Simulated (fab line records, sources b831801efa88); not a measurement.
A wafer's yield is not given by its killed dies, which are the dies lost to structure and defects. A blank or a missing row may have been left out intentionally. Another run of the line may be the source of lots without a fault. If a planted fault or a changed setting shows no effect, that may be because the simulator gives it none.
Problem report, 8D (eight disciplines) form, completed by code -- flow gf180mcu -- the parts of the form that need people (team, actions taken, sign-off) are left out

## 1. WHAT WENT WRONG
Wafers without a fault read 56.59 W, standard deviation 0.044; heater power total W at GF_HV_LDD_SOFTBAKE_27 reads a mean of 52.03 W on 6 wafers belonging to 2 lots. That is -99 or more standard deviations from the usual mean.
The step: time 60 s.
First seen on wafer L494.1, day 14 23:59, on litho track-01. The record holds 36 wafers of 12 lots with a number at this step. The rule behind "out" and "out of limits": a value lying over 4 standard deviations away from the usual mean. Any other wafer with a number is counted as sound.

## 2. WHAT IT IS, WHAT IT ISN'T
question,is,is not
which readings at this step,"heater power total W, plate temp C",exhaust pa
which lots,"L494, L496","L483, L484, L485, L488, L489, L497, L500, L501, L503, L506"
which wafers of those lots,all that have a number,-
read on which tools,litho track-01,"litho track-03, litho track-04"
when,from day 14 23:59,"up to then (15 sound wafers); but 15 sound wafers of L497, L500, L501, L503, L506 came after"

## 3. WHAT RULES OUT EACH SUSPECT
Counting: a tool at any process step up to the reading remains a suspect when it ran all the lots that are out and ran no sound lot after the first of those.
- plasma asher-04 at GF_VT_IMPLANT_STRIP_42 (strips in O2/N2): ruled out as a lasting fault. Following L494 (day 10 20:32), the first lot on it that is out, the sound lots L497, L500, L506 were run on it.
- litho track-01 at GF_HV_LDD_SOFTBAKE_27 (time 60 s): kept. It ran every lot that is out, first L494 (day 14 23:59), and no sound lot after that; its last sound lot up to then is L489 (day 13 01:56). Its own readings are out on those wafers: heater power total W, plate temp C.
The count leaves litho track-01 at GF_HV_LDD_SOFTBAKE_27.

## 4. THE CAUSE (what the simulator had put in)
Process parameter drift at GF_HV_LDD_SOFTBAKE_27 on litho track-01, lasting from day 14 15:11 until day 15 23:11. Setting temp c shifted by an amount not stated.
Counting left only this tool.

## 5. SEQUENCE OF EFFECTS, ordered by route
Rows list readings where the struck wafers' mean (over those with a number) sits beyond 3 standard deviations from the usual. Scope: only readings with a usual standard deviation given in the record; hours: median across lots of the time from each lot's start at the first step in this table that gives one to its start at this step; sigmas: change in usual standard deviations.
hours,step,reading,usual,on struck wafers,change,sigmas
0,GF_HV_LDD_SOFTBAKE_27,heater power total W,56.59 W,52.03,-4.56,-99 or more
0,GF_HV_LDD_SOFTBAKE_27,plate temp C,89.99 C,84.80,-5.19,-37
11,GF_HV_LDD_STRIP_37,strip time to endpoint s,12.62 s,12.78,+0.16,+4.5
Process steps it contains:
- GF_HV_LDD_SOFTBAKE_27: time 60 s.
- GF_HV_LDD_STRIP_37: strips in O2/N2.

## 6. HOW IT WOULD HAVE BEEN CAUGHT EARLIER
In this record no reading fell out of limits until day 14 23:59, 9 hours after the fault had begun at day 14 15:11.
